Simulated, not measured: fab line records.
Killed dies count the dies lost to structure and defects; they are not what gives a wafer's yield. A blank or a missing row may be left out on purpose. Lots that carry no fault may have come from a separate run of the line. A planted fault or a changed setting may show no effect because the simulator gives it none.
Matching of chambers | flow gf180mcu | GF_PSD_CLEAN_12 on wetBench-03: 4 sister chambers
The step cleans in SC1/SC2, time 150 s. 4 wafers are shown with their chamber, then 7 later ones without.

== EACH WAFER AND ITS CHAMBER ==
wafer  | chamber | bathHeatDutyPct (%)
L567.4 | 3       | 10.6
L570.6 | 1       | 13.3
L571.4 | 2       | 11.7
L572.3 | 0       | 10.5

== WAFERS WHOSE CHAMBER IS MISSING ==
wafer  | bathHeatDutyPct (%)
L572.4 | 11.2
L575.3 | 14.3
L575.5 | 13.7
L575.6 | 14.5
L576.1 | 10.9
L576.2 | 10.7
L576.4 | 11.0

== CHAMBER TAKEN BY EACH ==
wafer  | from the rows above          | in truth
L572.4 | can't be placed: 2 or 3 or 0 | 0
L575.3 | 1                            | 1
L575.5 | 1                            | 1
L575.6 | 1                            | 1
L576.1 | can't be placed: 3 or 0 or 2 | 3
L576.2 | can't be placed: 3 or 0 or 2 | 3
L576.4 | can't be placed: 3 or 0 or 2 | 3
Placed correctly: 3 of 7. These rows do not allow placing 4 (true chamber among the candidates in 4). Placed wrongly: 0.
How it was worked out, from the rows above alone: a wafer's distance from a chamber is the root of the sum, over the readings, of the square of ((its reading less the chamber's mean) divided by the reading's scatter). If the next closest chamber is less than 2 further off than the closest, the wafer can't be placed; otherwise it belongs to the closest. A chamber's mean is the mean of its shown wafers. The scatter: with one shown wafer a chamber, the root of the mean of the squares of how far each hidden wafer lies from its nearest shown one.
